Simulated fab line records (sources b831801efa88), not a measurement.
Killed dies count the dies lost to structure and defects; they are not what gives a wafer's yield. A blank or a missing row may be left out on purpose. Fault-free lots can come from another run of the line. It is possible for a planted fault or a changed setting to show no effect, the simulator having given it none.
Check of tool commonality -- flow gf180mcu -- 48 wafers sampled across 13 lots

## THE REASON FOR OPENING IT
At GF_VT_IMPLANT_RS_MEAS_48 the reading LVPWELL_RS is flagged on 3 of 13 lots. No-fault wafers: 1197 ohm/sq, standard deviation 3.1.
Rule: a lot is flagged when every wafer of it that has a number lies more than 4 standard deviations from that mean, or none has a number. As for the other lots, they are considered sound.

lot,measured,on,"LVPWELL_RS (ohm/sq), wafer by wafer",flag
L808,day 7 14:20,film_metro-01,1203 1198 1198,
L809,day 7 20:58,film_metro-04,1198 1196 1195,
L810,day 8 04:31,film_metro-04,1200 1202 1201,
L811,day 8 10:51,film_metro-04,1195 1193 1194,
L814,day 9 08:39,film_metro-03,1194 1195 1192,
L815,day 9 14:47,film_metro-03,1195 1197 1197,
L816,day 9 21:38,film_metro-04,1195 1191 1192,
L817,day 10 00:46,film_metro-03,1196 1192 1193,
L818,day 10 09:57,film_metro-03,1198 1199 1198,
L825,day 12 07:59,film_metro-01,1199 1201 1201,
L827,day 13 00:16,film_metro-04,1248 1245 1245 1250 1243 1242,FLAGGED
L828,day 13 08:05,film_metro-01,1244 1241 1243 1246 1240 1245,FLAGGED
L829,day 13 11:35,film_metro-01,1246 1241 1242 1245 1241 1241,FLAGGED
On average the flagged lots' numbers are 1244 ohm/sq, which is +47 ohm/sq against the usual, or +15 standard deviations.

## LOT BY LOT: THE TOOL USED
The record holds 1 process step before the reading, out of a route of 602 steps. Cell contents, in order: the tool; ch with the chambers the sampled wafers went through; the start.
lot,flag,GF_LVPWELL_IMPLANT_09
L808,,"implanter-02 ch 0, day 3 20:58"
L809,,"implanter-01 ch 0, day 4 02:35"
L810,,"implanter-02 ch 0, day 4 09:52"
L811,,"implanter-04 ch 0, day 4 12:55"
L814,,"implanter-02 ch 0, day 5 08:05"
L815,,"implanter-04 ch 0, day 5 14:40"
L816,,"implanter-04 ch 0, day 5 18:55"
L817,,"implanter-04 ch 0, day 5 21:56"
L818,,"implanter-04 ch 0, day 6 06:50"
L825,,"implanter-04 ch 0, day 7 22:08"
L827,FLAGGED,"implanter-04 ch 0, day 8 10:04"
L828,FLAGGED,"implanter-04 ch 0, day 8 16:38"
L829,FLAGGED,"implanter-04 ch 0, day 8 19:58"
These steps, and what they do:
- GF_LVPWELL_IMPLANT_09
- GF_VT_IMPLANT_RS_MEAS_48: measures by four-point-probe.

## FLAGGED AGAINST TOTAL, ONE TOOL AT A TIME (gauges that did the reading follow at the end)
step,tool,lots run,flagged,share of the flagged lots,sound lots run after its first flagged lot
GF_LVPWELL_IMPLANT_09,implanter-01,1,0,none,-
GF_LVPWELL_IMPLANT_09,implanter-02,3,0,none,-
GF_LVPWELL_IMPLANT_09,implanter-04,9,3,all,0
GF_VT_IMPLANT_RS_MEAS_48,film_metro-01,4,2,some,0
GF_VT_IMPLANT_RS_MEAS_48,film_metro-03,4,0,none,-
GF_VT_IMPLANT_RS_MEAS_48,film_metro-04,5,1,some,0

## WHAT IS ALLOWED BY THE TABLE
1 row of the table ran every flagged lot: implanter-04 at GF_LVPWELL_IMPLANT_09.
- implanter-04 at GF_LVPWELL_IMPLANT_09: 3 of its 9 lots flagged. Its last sound lot is L825 (day 7 22:08), its first flagged lot L827 (day 8 10:04): a fault that began between those two fits.
Left over: one tool, implanter-04 at GF_LVPWELL_IMPLANT_09.

## WHAT THE SIMULATOR HAD PUT IN
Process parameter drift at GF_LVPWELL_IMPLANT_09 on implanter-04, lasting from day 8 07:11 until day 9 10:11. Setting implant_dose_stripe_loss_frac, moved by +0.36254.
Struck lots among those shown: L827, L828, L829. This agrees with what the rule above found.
